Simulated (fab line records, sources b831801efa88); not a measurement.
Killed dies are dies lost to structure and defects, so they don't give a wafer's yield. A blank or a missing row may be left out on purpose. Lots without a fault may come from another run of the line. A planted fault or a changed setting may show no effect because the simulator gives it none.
Chamber matching | flow sky130 | SKY_LI_CONTACT_CMP_02 on cmp-01: 4 sister chambers
The step polishes PSG. 4 wafers are shown with their chamber, then 8 later ones without.

WAFERS WITH THEIR CHAMBER
wafer  | chamber | motor_current_A (A)
L788.6 | 0       | 14.7
L794.1 | 3       | 13.9
L794.6 | 1       | 12.3
L797.2 | 2       | 14.7

WAFERS WITHOUT THEIR CHAMBER
wafer  | motor_current_A (A)
L797.5 | 13.5
L797.6 | 12.3
L801.2 | 13.4
L801.4 | 13.4
L801.6 | 13.3
L802.1 | 13.8
L802.4 | 13.7
L802.6 | 12.7

WHICH CHAMBER EACH WENT THROUGH
wafer  | from the rows above     | in truth
L797.5 | 3                       | 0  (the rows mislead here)
L797.6 | 1                       | 1
L801.2 | can't be placed: 3 or 1 | 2
L801.4 | can't be placed: 3 or 1 | 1
L801.6 | can't be placed: 3 or 1 | 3
L802.1 | 3                       | 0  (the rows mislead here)
L802.4 | 3                       | 3
L802.6 | 1                       | 1
Placed correctly: 3 of 8. Can't be placed from these rows: 3 (the true chamber is among the candidates in 2). Placed wrongly: 2.
How it was worked out, from the rows above alone: a wafer's distance from a chamber is the root of the sum, over the readings, of the square of ((its reading less the chamber's mean) divided by the reading's scatter). The wafer belongs to the nearest chamber; if the next one is less than 2 further off, it can't be placed. A chamber's mean is the mean of its shown wafers. The scatter: with one shown wafer a chamber, the root of the mean of the squares of how far each hidden wafer lies from its nearest shown one.
